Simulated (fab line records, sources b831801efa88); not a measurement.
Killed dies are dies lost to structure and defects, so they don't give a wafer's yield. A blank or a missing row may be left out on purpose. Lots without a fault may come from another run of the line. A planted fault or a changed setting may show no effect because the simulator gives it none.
Which tool did it? | flow sky130 | 11 lots, 32 wafers sampled, at 3 steps of a route of 708

WHAT THE GAUGES READ, wafer by wafer
SKY_VIA1_THK_MEAS_01. Usual: VIA1_HDPCVD_THK 1034 nm, standard deviation 8.9.
lot  | measured     | on            | VIA1_HDPCVD_THK (nm) | flag
L737 | day 32 21:04 | film_metro-03 | 1039 1038 1040       |
L739 | day 33 16:25 | film_metro-04 | 1027 1018 1020       |
L740 | day 33 19:59 | film_metro-04 | 1032 1032 1029       |
L742 | day 34 08:24 | film_metro-02 | 1014 1025 1034       |
L743 | day 34 23:26 | film_metro-02 | 1037 1033 1032       |
L745 | day 35 10:55 | film_metro-02 | 1025 1027 1020       |
L747 | day 36 02:10 | film_metro-02 | 1042 1034 1055       |
L748 | day 36 06:51 | film_metro-04 | 1027 1033 1023       |
L750 | day 37 09:56 | film_metro-02 | 1032 1023 1039       |
L751 | day 37 17:29 | film_metro-04 | 1040 1040 1038       |
L755 | day 38 19:06 | film_metro-04 | 904 889              | OFF

SKY_METAL2_RS_MEAS_05: measures by four-point-probe. Usual: METAL2_ALCU_RS 0.1268 ohm/sq, standard deviation 0.0017.
lot  | measured     | on            | METAL2_ALCU_RS (ohm/sq) | flag
L737 | day 34 01:33 | film_metro-03 | 0.1260 0.1249 0.1252    |
L739 | day 34 20:24 | film_metro-04 | 0.1266 0.1264 0.1275    |
L740 | day 35 00:35 | film_metro-03 | 0.1281 0.1286 0.1273    |
L742 | day 35 12:26 | film_metro-03 | 0.1278 0.1290 0.1280    |
L743 | day 36 03:16 | film_metro-03 | 0.1253 0.1265 0.1267    |
L745 | day 36 15:09 | film_metro-03 | 0.1257 0.1261 0.1260    |
L747 | day 37 06:07 | film_metro-04 | 0.1279 0.1290 0.1302    |
L748 | day 37 11:20 | film_metro-01 | 0.1294 0.1289 0.1287    |
L750 | day 38 13:46 | film_metro-01 | 0.1256 0.1254 0.1265    |
L751 | day 38 21:25 | film_metro-01 | 0.1242 0.1240 0.1245    |
L755 | day 39 21:33 | film_metro-04 | 0.1268 0.1277           |

WHICH TOOL RAN EACH LOT (tool, then ch and the chambers of the sampled wafers, then the start)
lot  | SKY_VIA1_HDPCVD_00
L737 | hdpcvd-01 ch 0,1,2, day 32 20:57
L739 | hdpcvd-01 ch 1,2, day 33 16:17
L740 | hdpcvd-01 ch 1,2, day 33 19:52
L742 | hdpcvd-02 ch 2, day 34 08:13
L743 | hdpcvd-02 ch 0,1,2, day 34 23:19
L745 | hdpcvd-02 ch 1,2, day 35 10:47
L747 | hdpcvd-02 ch 0,2, day 36 02:03
L748 | hdpcvd-02 ch 1,2, day 36 06:44
L750 | hdpcvd-01 ch 0,1, day 37 09:49
L751 | hdpcvd-01 ch 1,2, day 37 17:23
L755 | hdpcvd-02 ch 0, day 38 18:58
- SKY_VIA1_HDPCVD_00: deposits SiO2, target thk 1030 nm, time 171.7 s.

WHAT THE TOOLS THEMSELVES READ (means of the sampled wafers that have a number; where no wafer has one, the mark that the record gives instead)
SKY_VIA1_HDPCVD_00. Usual: run_length_s 199.54 s, standard deviation 0.29; susceptor_temp_C 399.99 C, standard deviation 0.23.
lot  | tool      | run_length_s (s) | susceptor_temp_C (C) | flag
L737 | hdpcvd-01 | 199.44           | 399.80               |
L739 | hdpcvd-01 | 199.44           | 400.07               |
L740 | hdpcvd-01 | 199.73           | 400.07               |
L742 | hdpcvd-02 | 199.47           | 399.79               |
L743 | hdpcvd-02 | 199.55           | 399.95               |
L745 | hdpcvd-02 | 199.64           | 400.19               |
L747 | hdpcvd-02 | 199.41           | 400.20               |
L748 | hdpcvd-02 | 199.43           | 400.17               |
L750 | hdpcvd-01 | 199.75           | 400.04               |
L751 | hdpcvd-01 | 199.68           | 399.80               |
L755 | hdpcvd-02 | 176.56           | -                    | OFF

THE ANSWER, worked out from the rows above alone
Rule: a lot is off if the mean of its wafers that have a number lies more than 3 standard deviations from the usual mean. A lot without any number at a reading at which 4 lots or more have one is off too. The other lots that the step has rows for count as sound. The gauges are gone through in route order, then the tools' own readings, and for those a lot's mean is taken as printed above. The first step at which some lot is off is used, and at that step the reading that is off furthest; a lot without a number counts as furthest.
Off: L755, at SKY_VIA1_THK_MEAS_01 (VIA1_HDPCVD_THK).
A tool fits if, at a process step before that reading, it ran every lot that is off, and no sound lot after the first of them. The gauges at SKY_VIA1_THK_MEAS_01 aren't tried: what is off there is off at SKY_VIA1_HDPCVD_00 too, on other tools, and a gauge's error can't cause that. One fits: hdpcvd-02 at SKY_VIA1_HDPCVD_00. Its last sound lot is L748 (day 36 06:44), its first lot that is off L755 (day 38 18:58): a fault that began between those two fits.
The tool's own readings at SKY_VIA1_HDPCVD_00 bear it out: on the lots that are off they differ by more than 5 times the standard deviation of the sound lots' means. run_length_s reads 176.56 s there against 199.55 s on the sound lots.
Blank at SKY_VIA1_HDPCVD_00 on the lots that are off, where sound lots have numbers: susceptor_temp_C.

WHAT THE SIMULATOR HAD PUT IN
Process parameter drift: hdpcvd-02, from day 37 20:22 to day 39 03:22, at SKY_VIA1_HDPCVD_00. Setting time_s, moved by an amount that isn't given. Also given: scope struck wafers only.
Lots struck among those shown: L755. The rule above found the same.
